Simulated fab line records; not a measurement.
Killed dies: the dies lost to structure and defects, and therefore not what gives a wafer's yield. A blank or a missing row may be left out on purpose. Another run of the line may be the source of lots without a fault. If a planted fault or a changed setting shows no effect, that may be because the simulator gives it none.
2 desks, one fault	flow sky130	only its own numbers are on each desk; what lay behind them is given at the end

## DESK OF THE TOOL OWNER: krf_scanner-02
The tool's own readings at SKY_FIELD_ISO_EXPOSE_10 (exposes mask FOM, target cd 150 nm): means of the sampled wafers that have a number, for each lot that ran on this tool. Any lot whose mean is over 4 standard deviations away from the usual mean is out of limits and marked OUT; that distance is given in the brackets.
Columns: A = exposure_dose_mJ_cm2 at SKY_FIELD_ISO_EXPOSE_10, usual 28.40
lot	first seen here	A
L193	day 2 07:38	28.43
L195	day 2 18:53	28.45
L197	day 3 03:22	28.45
L198	day 3 11:41	31.66 (+38) OUT
L199	day 3 14:22	31.65 (+38) OUT
L200	day 3 18:22	31.66 (+38) OUT
L201	day 4 01:14	30.47 (+24) OUT
This desk's verdict: out of limits on L198, L199, L200, L201, starting with L198 at day 3 11:41 (exposure_dose_mJ_cm2 at SKY_FIELD_ISO_EXPOSE_10). L193, L195, L197: within limits.

## FROM THE METROLOGY DESK
What the gauges read, lot by lot, whatever tool the lot ran on: means of the sampled wafers that have a number. Any lot whose mean is over 4 standard deviations away from the usual mean is out of limits and marked OUT; that distance is given in the brackets.
Columns: A = cd_nm at SKY_FIELD_ISO_CD_MEAS_13, usual 149.9 nm; B = VT_ADJUST_HVTP_OVL at SKY_VT_ADJUST_HVTP_OVL_MEAS_08, usual 1.2 nm
lot	first seen here	A	B
L193	day 2 14:55	148.7	3.1
L194	day 3 01:41	150.0	1.7
L195	day 3 02:02	149.4	-0.9
L197	day 3 11:33	150.2	3.0
L198	day 3 19:32	129.6 (-11) OUT	2.1
L199	day 3 22:20	128.4 (-12) OUT	1.9
L200	day 4 02:46	129.9 (-11) OUT	1.4
L201	day 4 09:11	137.4 (-7.0) OUT	1.2
L205	day 5 06:32	148.9	1.4
L209	day 6 08:10	152.5	2.3
L212	day 6 18:18	151.2	0.9
This desk's verdict: out of limits on L198, L199, L200, L201, starting with L198 at day 3 19:32 (cd_nm at SKY_FIELD_ISO_CD_MEAS_13). L193, L194, L195, L197, L205, L209, L212: within limits.

## BROUGHT TOGETHER
At day 3 11:41, on L198, L199, L200, L201, the tool owner's desk was in a position to raise an alarm.
L198, L199, L200, L201 would have let the metrology desk raise an alarm at day 3 19:32.
SKY_FIELD_ISO_EXPOSE_10 was run on krf_scanner-02 by each of the lots named.

## WHAT THE SIMULATOR HAD PUT IN
Process parameters drifting: krf_scanner-02 at SKY_FIELD_ISO_EXPOSE_10, beginning at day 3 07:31. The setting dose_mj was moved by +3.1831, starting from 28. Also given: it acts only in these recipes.
Shown lots that were struck: L198, L199, L200, L201.
Time in hours from fault onset to the first out-of-limits reading at each desk: tool owner's desk 4, metrology desk 12.
